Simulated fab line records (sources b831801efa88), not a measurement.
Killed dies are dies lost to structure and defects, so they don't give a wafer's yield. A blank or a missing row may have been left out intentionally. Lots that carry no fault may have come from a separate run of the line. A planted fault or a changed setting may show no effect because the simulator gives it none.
Comparing a struck lot with a sound one -- flow sky130 -- 22 out of 708 route steps
Sound: wafers L434.4, L434.5, L434.6. Struck: wafer L445.3. (L445.2, L445.6 of the same lot were not struck and are left out.) The cause comes at the end.
Each step with rows lists, per side, the tool, then ch with its chambers, then its first start. Under that, the readings that differ: sound wafers -- struck wafers -- difference of the means -- sigmas: that difference in standard deviations of wafers without a fault.
alike: readings whose means differ by less than 2 such deviations, and words and numbers that are the same on both sides. not compared: withheld readings, readings that some wafer has no value for, bounds like >300 that may hide the same value, and numbers for which the record gives no deviation and whose values overlap.
A row with sigmas, a row that says differs or no value, or rows on one side alone: a step with any of these is where the two part. When numbers do not overlap yet have no deviation, they are printed without sigmas and do not part them. A reading missing from all wafers of one side parts the sides only when that side holds two or more wafers.

first, 1 step without rows for these wafers: SKY_METAL2_SPUTTER_00 (material Ti, target thk 15 nm, time 10 s).
SKY_METAL2_SPUTTER_01: material TiN, target thk 20 nm, time 16.7 s.
  sound on pvd_sputter-04, day 33 16:04; struck on pvd_sputter-02, day 37 19:10
  alike: throttle_valve_pct
SKY_METAL2_SPUTTER_02: material AlCu, target thk 250 nm, time 13.3 s.
  sound on pvd_sputter-04, day 33 16:06; struck on pvd_sputter-02, day 37 19:12
  alike: throttle_valve_pct
SKY_METAL2_SPUTTER_03: material Ti, target thk 5 nm, time 3.3 s.
  sound on pvd_sputter-04, day 33 16:07; struck on pvd_sputter-02, day 37 19:13
  alike: throttle_valve_pct
SKY_METAL2_SPUTTER_04: material TiN, target thk 70 nm, time 58.3 s.
  sound on pvd_sputter-04, day 33 16:08; struck on pvd_sputter-02, day 37 19:14
  alike: throttle_valve_pct
SKY_METAL2_RS_MEAS_05: the measuring method here is four-point-probe.
  sound on film_metro-02, day 33 16:15; struck on film_metro-01, day 37 19:19
  alike: METAL2_ALCU_RS
SKY_METAL2_THK_MEAS_06: measures by xrf.
  sound on film_metro-02, day 33 16:20; struck on film_metro-01, day 37 19:25
  alike: METAL2_ALCU_THK
then, 5 steps without rows for these wafers: SKY_METAL2_DEHYDRATE_07 (time 60 s); SKY_METAL2_HMDS_08 (prime time 60 s); SKY_METAL2_COAT_09 (resist thk 60 nm); SKY_METAL2_COAT_10 (resist thk 450 nm); SKY_METAL2_SOFTBAKE_11 (time 90 s).
SKY_METAL2_EXPOSE_12: exposes mask MM2, target cd 140 nm.
  sound on krf_scanner-01 ch 0, day 34 05:51; struck on krf_scanner-01 ch 0, day 38 07:54
  alike: mask
then, 2 steps without rows for these wafers: SKY_METAL2_PEB_13; SKY_METAL2_DEVELOP_14 (develop time 60 s).
SKY_METAL2_CD_MEAS_15: the cd target is 140 nm.
  sound on cd_sem-02, day 34 19:07; struck on cd_sem-01, day 38 21:05
reading,sound,struck,difference,sigmas
cd_nm (nm),139.8 139.7 139.2,102.7,-36.9,-28
SKY_METAL2_OVL_MEAS_16:
  sound on overlay-01, day 34 19:11; struck on overlay-02, day 38 21:11
reading,sound,struck,difference,sigmas
METAL2_OVL (nm),-7 -9 -3,-18,-12,-2
SKY_METAL2_DESCUM_17: chemistry O2, time 8 s.
  sound on rie_metal-04 ch 0,1, day 34 19:13; struck on rie_metal-02 ch 0, day 38 21:13
reading,sound,struck,difference,sigmas
model.METAL2.cd_nm (nm),140.3 139.9 139.6,102.4,-37.5,
  alike: drypump_motor_current_A, oes_product_au
  not compared: rf_hours_counter_h
SKY_METAL2_ETCH_18: etches BARC in N2/H2, stops on SiO2, time 45.9 s, target depth 60 nm.
  sound on rie_metal-04 ch 0,1, day 34 19:16; struck on rie_metal-02 ch 0, day 38 21:14
reading,sound,struck,difference,sigmas
n2_flow_sccm (sccm),99.7 99.9 99.3,100.5,+0.9,+3
  alike: drypump_motor_current_A, oes_product_au, throttle_valve_pct
  not compared: rf_hours_counter_h
SKY_METAL2_METAL_ETCH_19: etches the open film in Cl2/BCl3, stops on SiO2, target depth 360 nm, time 78 s.
  sound on rie_metal-04 ch 0,1, day 34 19:20; struck on rie_metal-02 ch 0, day 38 21:19
reading,sound,struck,difference,sigmas
model.METAL2.cd_nm (nm),139.8 142.1 138.9,104.3,-36.0,
  alike: drypump_motor_current_A, oes_product_au, throttle_valve_pct
  not compared: rf_hours_counter_h
then, 1 step without rows for these wafers: SKY_METAL2_STRIP_20 (strips in O2/N2).
-- the record jumps here: 10 days lie between the struck wafers' starts before and after (it left off in module METAL2 and takes up again in module PAD_OPEN, whose first step shown is number 708 of the route) --
SKY_PAD_OPEN_PROBE_99:
  rows exist in the record for the struck wafers here (prober-02, day 48 14:55), but not for the sound ones

## WHERE THEY PART
Earliest at SKY_METAL2_CD_MEAS_15; latest, in this record, at SKY_PAD_OPEN_PROBE_99.

WHY: the cause the simulator had injected
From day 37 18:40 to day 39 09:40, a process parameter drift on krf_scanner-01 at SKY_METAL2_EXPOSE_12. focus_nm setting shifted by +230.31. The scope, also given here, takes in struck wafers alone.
